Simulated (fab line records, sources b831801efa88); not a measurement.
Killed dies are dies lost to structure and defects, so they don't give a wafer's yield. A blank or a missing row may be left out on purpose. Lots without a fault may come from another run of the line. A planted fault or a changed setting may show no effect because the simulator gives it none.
Split-lot experiment | flow sfq_line | 5 lots, 23 wafers read, on a route of 325 steps

THE SPLIT
At SFQ_TRILAYER_M6_LITHO_COAT_164 (resist thk 62 nm), the setting spin_rpm was moved away from the recipe's 3000 rpm on 6 of the 23 wafers read, by -6.0% to -5.3%. The other wafers ran this setting at the recipe's value.

The reading is taken at the split's own step.

THE READING
BARC_of_TRILAYER_M6_LITHO_COAT_164.thk_nm (the simulator's own value, which no gauge read), in nm, at SFQ_TRILAYER_M6_LITHO_COAT_164 (resist thk 62 nm). The file gives no usual value for it. The 17 wafers here that ran the recipe average 61.95 nm, standard deviation 0.15 nm.

wafer  | tool, chamber at the split | spin_rpm as run, rpm | against the recipe | BARC_of_TRILAYER_M6_LITHO_COAT_164.thk_nm, nm | against lot-mates on the recipe
L077.1 | litho_track-04, 0          | 3000                 | recipe             | 61.99                                         | -
L077.2 | litho_track-04, 0          | 3000                 | recipe             | 62.06                                         | -
L077.3 | litho_track-04, 0          | 3000                 | recipe             | 62.19                                         | -
L082.1 | litho_track-02, 0          | 3000                 | recipe             | 61.67                                         | -
L082.2 | litho_track-02, 0          | 2842                 | -5.3%              | 63.46                                         | +1.76
L082.3 | litho_track-02, 0          | 3000                 | recipe             | 61.74                                         | -
L082.5 | litho_track-02, 0          | 2842                 | -5.3%              | 63.62                                         | +1.91
L082.6 | litho_track-02, 0          | 2842                 | -5.3%              | 63.48                                         | +1.77
L083.1 | litho_track-02, 0          | 3000                 | recipe             | 62.16                                         | -
L083.2 | litho_track-02, 0          | 3000                 | recipe             | 62                                            | -
L083.4 | litho_track-02, 0          | 3000                 | recipe             | 62.06                                         | -
L083.5 | litho_track-02, 0          | 3000                 | recipe             | 62.12                                         | -
L083.6 | litho_track-02, 0          | 3000                 | recipe             | 61.87                                         | -
L084.1 | litho_track-04, 0          | 3000                 | recipe             | 61.76                                         | -
L084.2 | litho_track-04, 0          | 3000                 | recipe             | 61.88                                         | -
L084.3 | litho_track-04, 0          | 3000                 | recipe             | 61.94                                         | -
L084.4 | litho_track-04, 0          | 3000                 | recipe             | 61.96                                         | -
L084.5 | litho_track-04, 0          | 3000                 | recipe             | 61.79                                         | -
L085.1 | litho_track-04, 0          | 3000                 | recipe             | 62.02                                         | -
L085.2 | litho_track-04, 0          | 2819                 | -6.0%              | 63.86                                         | +1.92
L085.3 | litho_track-04, 0          | 2819                 | -6.0%              | 63.69                                         | +1.75
L085.4 | litho_track-04, 0          | 2819                 | -6.0%              | 63.77                                         | +1.83
L085.5 | litho_track-04, 0          | 3000                 | recipe             | 61.86                                         | -

THE FIT
A straight line over all 23 wafers: BARC_of_TRILAYER_M6_LITHO_COAT_164.thk_nm changes by -0.301 nm for each +1% of spin_rpm; r = -0.98; the points scatter about the line by 0.14 nm.
The same after taking each lot's own level away (the mean of its wafers on the recipe; 23 wafers): -0.321 nm for each +1%; r = -0.99; scatter 0.1 nm.
On that fit, the largest move of spin_rpm shifts the reading by 1.9 nm.
The lots' own levels span 61.705 to 62.080 nm, that is 2.6 times the standard deviation above.
So the lot-to-lot level changes the slope little: the two slopes agree.
Check: with one of the wafers moved furthest among these (-6.0%) left out of the fit, the line predicts +1.94 nm for it against its lot-mates. It came out at +1.92 nm against them.

OTHER SPLITS ON THESE WAFERS
These wafers also went through other splits before the reading. Each is held against what the fit with the lots' levels taken away leaves over:
other split on the same wafers                        | wafers away from the commonest value | r with BARC_of_TRILAYER_M6_LITHO_COAT_164.thk_nm (lot level and that fit taken away)
SFQ_TRILAYER_JJ_CE_LITHO_PEB_117 peb_temp_c           | 9                                    | -0.50
SFQ_TRILAYER_M5_BARC_OPEN_METAL_ETCH_161 time_s       | 7                                    | +0.01
SFQ_TRILAYER_R5_LITHO_COAT_141 spin_rpm               | 8                                    | -0.17
SFQ_TRILAYER_I5_LITHO_COAT_149 spin_rpm               | 6                                    | -0.05
SFQ_TRILAYER_I5_BARC_OPEN_VIA_ETCH_200 pressure_mtorr | 18                                   | +0.44

THE FILE'S OWN FIT
BARC_of_TRILAYER_M6_LITHO_COAT_164.thk_nm changes by -0.322 nm for each +1% of spin_rpm, r = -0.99.
